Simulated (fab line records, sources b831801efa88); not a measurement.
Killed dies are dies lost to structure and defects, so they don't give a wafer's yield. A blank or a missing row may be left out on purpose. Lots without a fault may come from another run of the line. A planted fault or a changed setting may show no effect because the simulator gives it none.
Which tool did it? | flow sfq_line | 6 lots, 18 wafers sampled, at 1 step of a route of 325

WHAT THE GAUGES READ, wafer by wafer
SFQ_I5_OVL_MEAS_936.
lot  | measured     | on         | I5_OVL (nm)
L915 | day 60 17:26 | overlay-02 | 9 9 15
L917 | day 63 17:41 | overlay-02 | -4 -10 -6
L925 | day 71 14:27 | overlay-01 | -3 -14 -4
L929 | day 72 05:09 | overlay-01 | 0 0 3
L932 | day 72 23:17 | overlay-01 | 1 5 4
L935 | day 73 19:48 | overlay-02 | -3 0 4

WHICH TOOL RAN EACH LOT (tool, then ch and the chambers of the sampled wafers, then the start)
The record holds no process step before these readings.

THE ANSWER, worked out from the rows above alone
Rule: what is usual is taken from the lots themselves. Put in order of their means at a reading, lots are off if they are a third of the lots or fewer, leave a main group of 4 or more, and stand apart from it by a gap of 3 or more times the standard deviation of the main group's means; of several such gaps the widest counts. A main group whose means are all the same, to the digits that the tables above print for the reading, isn't used. A lot without any number at a reading at which 4 lots or more have one is off too. The other lots that the step has rows for count as sound.
No lot is off at any reading shown: from this, nothing can be told.

WHAT THE SIMULATOR HAD PUT IN
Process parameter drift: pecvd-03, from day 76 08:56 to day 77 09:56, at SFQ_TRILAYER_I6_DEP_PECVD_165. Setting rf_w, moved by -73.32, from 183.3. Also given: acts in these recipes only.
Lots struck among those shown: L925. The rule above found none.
